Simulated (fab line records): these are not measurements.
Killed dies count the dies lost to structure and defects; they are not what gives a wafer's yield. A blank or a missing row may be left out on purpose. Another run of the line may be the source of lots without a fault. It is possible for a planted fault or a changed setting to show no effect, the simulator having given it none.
Which tool is to blame? / flow gf180mcu / 12 lots with 36 wafers sampled at 5 steps, on a route of 602 steps

## WHAT THE GAUGES SHOWED, per wafer
GF_VT_IMPLANT_OVL_MEAS_40.
lot=L891; measured=day 7 23:18; on=overlay-01; VT_IMPLANT_03_OVL (nm)=0.1 -2.0 0.3
lot=L892; measured=day 8 12:01; on=overlay-01; VT_IMPLANT_03_OVL (nm)=0.5 -1.4 1.5
lot=L893; measured=day 8 16:45; on=overlay-01; VT_IMPLANT_03_OVL (nm)=0.4 2.3 0.8
lot=L894; measured=day 9 00:18; on=overlay-01; VT_IMPLANT_03_OVL (nm)=-0.2 -1.6 -0.5
lot=L895; measured=day 9 05:36; on=overlay-02; VT_IMPLANT_03_OVL (nm)=1.2 1.4 2.3
lot=L896; measured=day 9 12:04; on=overlay-02; VT_IMPLANT_03_OVL (nm)=-0.9 -0.1 0.9
lot=L898; measured=day 9 22:03; on=overlay-01; VT_IMPLANT_03_OVL (nm)=0.1 -0.9 -0.2
lot=L901; measured=day 10 17:34; on=overlay-02; VT_IMPLANT_03_OVL (nm)=-2.6 -1.3 -0.1
lot=L906; measured=day 12 03:28; on=overlay-01; VT_IMPLANT_03_OVL (nm)=-0.6 0.9 0.5
lot=L909; measured=day 12 18:10; on=overlay-01; VT_IMPLANT_03_OVL (nm)=0.7 -0.7 -0.6
lot=L910; measured=day 13 04:29; on=overlay-01; VT_IMPLANT_03_OVL (nm)=0.7 0.4 1.1
lot=L912; measured=day 13 18:30; on=overlay-02; VT_IMPLANT_03_OVL (nm)=0.7 -0.8 -1.6

GF_VT_IMPLANT_TW_MEAS_43.
lot=L891; measured=day 7 23:35; on=film_metro-01; VT_IMPLANT_4_TW=691 690 693
lot=L892; measured=day 8 12:19; on=film_metro-01; VT_IMPLANT_4_TW=692 689 688
lot=L893; measured=day 8 17:02; on=film_metro-01; VT_IMPLANT_4_TW=689 692 689
lot=L894; measured=day 9 00:35; on=film_metro-01; VT_IMPLANT_4_TW=688 687 689
lot=L895; measured=day 9 05:53; on=film_metro-01; VT_IMPLANT_4_TW=689 688 692
lot=L896; measured=day 9 12:21; on=film_metro-01; VT_IMPLANT_4_TW=643 641 642 638 636 638
lot=L898; measured=day 9 22:20; on=film_metro-04; VT_IMPLANT_4_TW=637 637 638 633 637 635
lot=L901; measured=day 10 17:51; on=film_metro-03; VT_IMPLANT_4_TW=683 680 682
lot=L906; measured=day 12 03:46; on=film_metro-01; VT_IMPLANT_4_TW=691 693 695
lot=L909; measured=day 12 18:27; on=film_metro-04; VT_IMPLANT_4_TW=685 685 684
lot=L910; measured=day 13 04:47; on=film_metro-04; VT_IMPLANT_4_TW=686 684 683
lot=L912; measured=day 13 18:47; on=film_metro-04; VT_IMPLANT_4_TW=682 685 682

## TOOL THAT RAN EACH LOT (tool first, then ch and the chambers of the sampled wafers, then the start)
lot=L891; GF_NWELL_STRIP_10=plasma_asher-03 ch 0,1, day 3 17:20; GF_VT_IMPLANT_IMPLANT_41=implanter-02 ch 0, day 7 23:20; GF_VT_IMPLANT_STRIP_42=plasma_asher-01 ch 0,1, day 7 23:29
lot=L892; GF_NWELL_STRIP_10=plasma_asher-03 ch 0,1, day 4 01:34; GF_VT_IMPLANT_IMPLANT_41=implanter-02 ch 0, day 8 12:07; GF_VT_IMPLANT_STRIP_42=plasma_asher-03 ch 0,1, day 8 12:13
lot=L893; GF_NWELL_STRIP_10=plasma_asher-04 ch 0,1, day 4 07:02; GF_VT_IMPLANT_IMPLANT_41=implanter-03 ch 0, day 8 16:47; GF_VT_IMPLANT_STRIP_42=plasma_asher-04 ch 0,1, day 8 16:56
lot=L894; GF_NWELL_STRIP_10=plasma_asher-04 ch 0,1, day 4 12:12; GF_VT_IMPLANT_IMPLANT_41=implanter-02 ch 0, day 9 00:20; GF_VT_IMPLANT_STRIP_42=plasma_asher-01 ch 0,1, day 9 00:29
lot=L895; GF_NWELL_STRIP_10=plasma_asher-04 ch 0, day 4 15:47; GF_VT_IMPLANT_IMPLANT_41=implanter-02 ch 0, day 9 05:38; GF_VT_IMPLANT_STRIP_42=plasma_asher-03 ch 0,1, day 9 05:47
lot=L896; GF_NWELL_STRIP_10=plasma_asher-01 ch 0,1, day 4 21:42; GF_VT_IMPLANT_IMPLANT_41=implanter-02 ch 0, day 9 12:06; GF_VT_IMPLANT_STRIP_42=plasma_asher-03 ch 0,1, day 9 12:15
lot=L898; GF_NWELL_STRIP_10=plasma_asher-04 ch 0,1, day 5 07:05; GF_VT_IMPLANT_IMPLANT_41=implanter-02 ch 0, day 9 22:05; GF_VT_IMPLANT_STRIP_42=plasma_asher-01 ch 0,1, day 9 22:14
lot=L901; GF_NWELL_STRIP_10=plasma_asher-04 ch 0,1, day 5 23:49; GF_VT_IMPLANT_IMPLANT_41=implanter-01 ch 0, day 10 17:38; GF_VT_IMPLANT_STRIP_42=plasma_asher-01 ch 0,1, day 10 17:46
lot=L906; GF_NWELL_STRIP_10=plasma_asher-03 ch 0,1, day 7 04:25; GF_VT_IMPLANT_IMPLANT_41=implanter-01 ch 0, day 12 03:34; GF_VT_IMPLANT_STRIP_42=plasma_asher-01 ch 0,1, day 12 03:40
lot=L909; GF_NWELL_STRIP_10=plasma_asher-04 ch 0,1, day 7 19:48; GF_VT_IMPLANT_IMPLANT_41=implanter-01 ch 0, day 12 18:12; GF_VT_IMPLANT_STRIP_42=plasma_asher-01 ch 0,1, day 12 18:21
lot=L910; GF_NWELL_STRIP_10=plasma_asher-01 ch 0,1, day 8 03:38; GF_VT_IMPLANT_IMPLANT_41=implanter-01 ch 0, day 13 04:34; GF_VT_IMPLANT_STRIP_42=plasma_asher-04 ch 0,1, day 13 04:41
lot=L912; GF_NWELL_STRIP_10=plasma_asher-04 ch 0,1, day 8 13:41; GF_VT_IMPLANT_IMPLANT_41=implanter-03 ch 0, day 13 18:34; GF_VT_IMPLANT_STRIP_42=plasma_asher-03 ch 0,1, day 13 18:41
- GF_NWELL_STRIP_10: strips in O2/N2.
- GF_VT_IMPLANT_IMPLANT_41
- GF_VT_IMPLANT_STRIP_42: strips in O2/N2.

## WHAT THE TOOLS THEMSELVES READ (means of the sampled wafers that have a number; where no wafer has one, the mark that the record gives instead)
GF_NWELL_STRIP_10.
lot=L891; tool=plasma_asher-03; drypump_motor_current_A (A)=5.94; heater_power_w (W)=342; oes_product_au (a.u.)=0.723; strip_time_to_endpoint_s (s)=36.99
lot=L892; tool=plasma_asher-03; drypump_motor_current_A (A)=5.94; heater_power_w (W)=350; oes_product_au (a.u.)=0.722; strip_time_to_endpoint_s (s)=37.06
lot=L893; tool=plasma_asher-04; drypump_motor_current_A (A)=5.78; heater_power_w (W)=354; oes_product_au (a.u.)=0.722; strip_time_to_endpoint_s (s)=37.08
lot=L894; tool=plasma_asher-04; drypump_motor_current_A (A)=5.72; heater_power_w (W)=339; oes_product_au (a.u.)=0.720; strip_time_to_endpoint_s (s)=36.98
lot=L895; tool=plasma_asher-04; drypump_motor_current_A (A)=5.85; heater_power_w (W)=360; oes_product_au (a.u.)=0.720; strip_time_to_endpoint_s (s)=36.98
lot=L896; tool=plasma_asher-01; drypump_motor_current_A (A)=5.75; heater_power_w (W)=350; oes_product_au (a.u.)=0.721; strip_time_to_endpoint_s (s)=37.11
lot=L898; tool=plasma_asher-04; drypump_motor_current_A (A)=5.69; heater_power_w (W)=334; oes_product_au (a.u.)=0.722; strip_time_to_endpoint_s (s)=37.00
lot=L901; tool=plasma_asher-04; drypump_motor_current_A (A)=5.71; heater_power_w (W)=344; oes_product_au (a.u.)=0.722; strip_time_to_endpoint_s (s)=37.03
lot=L906; tool=plasma_asher-03; drypump_motor_current_A (A)=5.95; heater_power_w (W)=343; oes_product_au (a.u.)=0.720; strip_time_to_endpoint_s (s)=37.00
lot=L909; tool=plasma_asher-04; drypump_motor_current_A (A)=5.73; heater_power_w (W)=337; oes_product_au (a.u.)=0.725; strip_time_to_endpoint_s (s)=36.99
lot=L910; tool=plasma_asher-01; drypump_motor_current_A (A)=5.74; heater_power_w (W)=348; oes_product_au (a.u.)=0.725; strip_time_to_endpoint_s (s)=37.05
lot=L912; tool=plasma_asher-04; drypump_motor_current_A (A)=5.78; heater_power_w (W)=348; oes_product_au (a.u.)=0.721; strip_time_to_endpoint_s (s)=37.07

GF_VT_IMPLANT_IMPLANT_41.
lot=L891 tool=implanter-02 dose_ions_cm2=1.014e+12 faraday_current_uA=5.79
lot=L892 tool=implanter-02 dose_ions_cm2=1.013e+12 faraday_current_uA=5.75
lot=L893 tool=implanter-03 dose_ions_cm2=1.013e+12 faraday_current_uA=5.71
lot=L894 tool=implanter-02 dose_ions_cm2=1.013e+12 faraday_current_uA=5.79
lot=L895 tool=implanter-02 dose_ions_cm2=1.014e+12 faraday_current_uA=5.64
lot=L896 tool=implanter-02 dose_ions_cm2=7.972e+11 faraday_current_uA=4.59
lot=L898 tool=implanter-02 dose_ions_cm2=7.984e+11 faraday_current_uA=4.50
lot=L901 tool=implanter-01 dose_ions_cm2=1.015e+12 faraday_current_uA=5.66
lot=L906 tool=implanter-01 dose_ions_cm2=1.013e+12 faraday_current_uA=5.83
lot=L909 tool=implanter-01 dose_ions_cm2=1.013e+12 faraday_current_uA=5.70
lot=L910 tool=implanter-01 dose_ions_cm2=1.014e+12 faraday_current_uA=5.72
lot=L912 tool=implanter-03 dose_ions_cm2=1.013e+12 faraday_current_uA=5.71

GF_VT_IMPLANT_STRIP_42.
lot=L891; tool=plasma_asher-01; drypump_motor_current_A (A)=5.75; heater_power_w (W)=345; oes_product_au (a.u.)=0.714; strip_time_to_endpoint_s (s)=12.69
lot=L892; tool=plasma_asher-03; drypump_motor_current_A (A)=6.02; heater_power_w (W)=338; oes_product_au (a.u.)=0.712; strip_time_to_endpoint_s (s)=12.64
lot=L893; tool=plasma_asher-04; drypump_motor_current_A (A)=5.70; heater_power_w (W)=337; oes_product_au (a.u.)=0.714; strip_time_to_endpoint_s (s)=12.67
lot=L894; tool=plasma_asher-01; drypump_motor_current_A (A)=5.77; heater_power_w (W)=341; oes_product_au (a.u.)=0.715; strip_time_to_endpoint_s (s)=12.64
lot=L895; tool=plasma_asher-03; drypump_motor_current_A (A)=5.93; heater_power_w (W)=345; oes_product_au (a.u.)=0.717; strip_time_to_endpoint_s (s)=12.62
lot=L896; tool=plasma_asher-03; drypump_motor_current_A (A)=5.95; heater_power_w (W)=349; oes_product_au (a.u.)=0.720; strip_time_to_endpoint_s (s)=12.67
lot=L898; tool=plasma_asher-01; drypump_motor_current_A (A)=5.75; heater_power_w (W)=348; oes_product_au (a.u.)=0.717; strip_time_to_endpoint_s (s)=12.66
lot=L901; tool=plasma_asher-01; drypump_motor_current_A (A)=5.73; heater_power_w (W)=340; oes_product_au (a.u.)=0.719; strip_time_to_endpoint_s (s)=12.64
lot=L906; tool=plasma_asher-01; drypump_motor_current_A (A)=5.75; heater_power_w (W)=347; oes_product_au (a.u.)=0.718; strip_time_to_endpoint_s (s)=12.63
lot=L909; tool=plasma_asher-01; drypump_motor_current_A (A)=5.75; heater_power_w (W)=346; oes_product_au (a.u.)=0.715; strip_time_to_endpoint_s (s)=12.63
lot=L910; tool=plasma_asher-04; drypump_motor_current_A (A)=5.71; heater_power_w (W)=341; oes_product_au (a.u.)=0.715; strip_time_to_endpoint_s (s)=12.63
lot=L912; tool=plasma_asher-03; drypump_motor_current_A (A)=5.95; heater_power_w (W)=344; oes_product_au (a.u.)=0.718; strip_time_to_endpoint_s (s)=12.66

## THE ANSWER, worked out from the rows above alone
Rule: usual is defined by the lots themselves. Put in order of their means at a reading, lots are off if they are a third of the lots or fewer, leave a main group of 4 or more, and stand apart from it by a gap of 3 or more times the standard deviation of the main group's means; of several such gaps the widest counts. A main group whose means are all the same, to the digits that the tables above print for the reading, isn't used. A lot without any number at a reading at which 4 lots or more have one is off too. Any other lot the step has rows for is counted as sound. The gauges are gone through in route order, then the tools' own readings, and for those a lot's mean is taken as printed above. At the first step where some lot is off, the reading lying furthest off is the one used; lots without a number count as furthest.
Off: L896, L898, seen at GF_VT_IMPLANT_TW_MEAS_43 (VT_IMPLANT_4_TW). Main group: mean 688, sd 3.6.
A tool fits if, at a process step before that reading, it ran every lot that is off, and no sound lot after the first of them. Not tried: the gauges at GF_VT_IMPLANT_TW_MEAS_43; whatever is off there is also off at GF_VT_IMPLANT_IMPLANT_41, on other tools, and gauge error can't account for it. One fits: implanter-02 at GF_VT_IMPLANT_IMPLANT_41. Its last sound lot is L895 (day 9 05:38), its first lot that is off L896 (day 9 12:06): a fault that began between those two fits.
The tool's own readings at GF_VT_IMPLANT_IMPLANT_41 bear it out: on the lots that are off they differ by more than 5 times the standard deviation of the sound lots' means. dose_ions_cm2 reads 7.978e+11 there against 1.014e+12 on the sound lots; faraday_current_uA reads 4.54 there against 5.73 on the sound lots.

## WHAT THE SIMULATOR HAD INSERTED
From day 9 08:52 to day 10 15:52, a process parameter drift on implanter-02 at GF_VT_IMPLANT_IMPLANT_41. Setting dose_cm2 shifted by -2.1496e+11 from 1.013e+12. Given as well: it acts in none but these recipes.
Lots struck among those shown: L896, L898. The rule above found the same.
